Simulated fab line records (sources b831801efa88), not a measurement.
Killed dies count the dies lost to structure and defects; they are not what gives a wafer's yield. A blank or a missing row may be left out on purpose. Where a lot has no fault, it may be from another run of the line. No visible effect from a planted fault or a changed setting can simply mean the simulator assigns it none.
Code-filled problem report in 8D (eight disciplines) form -- flow sky130 -- the parts of the form that need people (team, actions taken, sign-off) are left out

1. PROBLEM STATEMENT
Wafers free of any fault read 461.6 (standard deviation 2.9) for LDD_HVP_TW at SKY_LDD_HVP_TW_MEAS_10, against a mean of 445.2 on 6 wafers of 2 lots. Relative to the usual mean, that is a shift of -5.6 standard deviations.
Seen first at day 25 12:44 on film metro-01, wafer L275.3. At this step, 42 wafers from 14 lots have a number in the record. Rule for "out" (also "out of limits"): further than 4 standard deviations from the usual mean. Any other wafer with a number is counted as sound.

2. WHAT IT IS, AND WHAT IT ISN'T
question,is,is not
which readings at this step,LDD_HVP_TW,-
which lots,"L275, L276","L264, L265, L266, L268, L270, L271, L274, L277, L283, L285, L286, L287"
which wafers of those lots,all that have a number,-
read on which gauges,film metro-01,"film metro-03, film metro-04"
when,from day 25 12:44,"up to then (18 sound wafers); but 18 sound wafers of L274, L277, L283, L285, L286, L287 came after"

3. WHAT RULES OUT EACH SUSPECT
Counting: any tool at a process step up to the reading is kept as a suspect provided that every lot that is out went through it and no sound lot did after the first of them.
- the gauge at SKY_LDD_HVP_TW_MEAS_10 has been ruled out. All the wafers that are out were read on film metro-01, but those of them that SKY_LDD_HVP_IMPLANT_08 has rows for are out there too, on other tools.
- implanter-03 at SKY_LDD_HVP_IMPLANT_08: ruled out as a lasting fault. After its first lot that is out, L275 (day 25 12:31), sound lots L285, L286 ran on it.
Left after counting: nothing in the record.

4. THE CAUSE (what the simulator had put in)
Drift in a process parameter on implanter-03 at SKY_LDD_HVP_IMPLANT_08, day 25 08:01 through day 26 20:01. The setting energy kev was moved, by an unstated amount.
It was ruled out by counting, in error; the rule expects a fault to strike all lots run on its tool from its start on, and this fault did not.

5. THE CHAIN OF EFFECTS, in route order
Rows list readings where the struck wafers' mean (over those with a number) sits beyond 3 standard deviations from the usual. Scope: only readings with a usual standard deviation given in the record; hours: median across lots of the time from each lot's start at the first step in this table that gives one to its start at this step; sigmas: change in usual standard deviations.
hours,step,reading,usual,on struck wafers,change,sigmas
0,SKY_LDD_HVP_IMPLANT_08,beam energy keV,20.000,17.165,-2.835,-99 or more
0,SKY_LDD_HVP_TW_MEAS_10,LDD_HVP_TW,461.6,445.2,-16.4,-5.6
The process steps in it:
- SKY_LDD_HVP_IMPLANT_08

6. HOW IT WOULD HAVE BEEN CAUGHT EARLIER
5 hours passed between the start of the fault at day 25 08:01 and the first reading out of limits at a measuring or inspecting step in this record, taken at day 25 12:44.
The tool's own readings at SKY_LDD_HVP_IMPLANT_08 were out on every struck wafer that the step has a row for (beam energy keV): an alarm limit on them would have fired on the first of those.
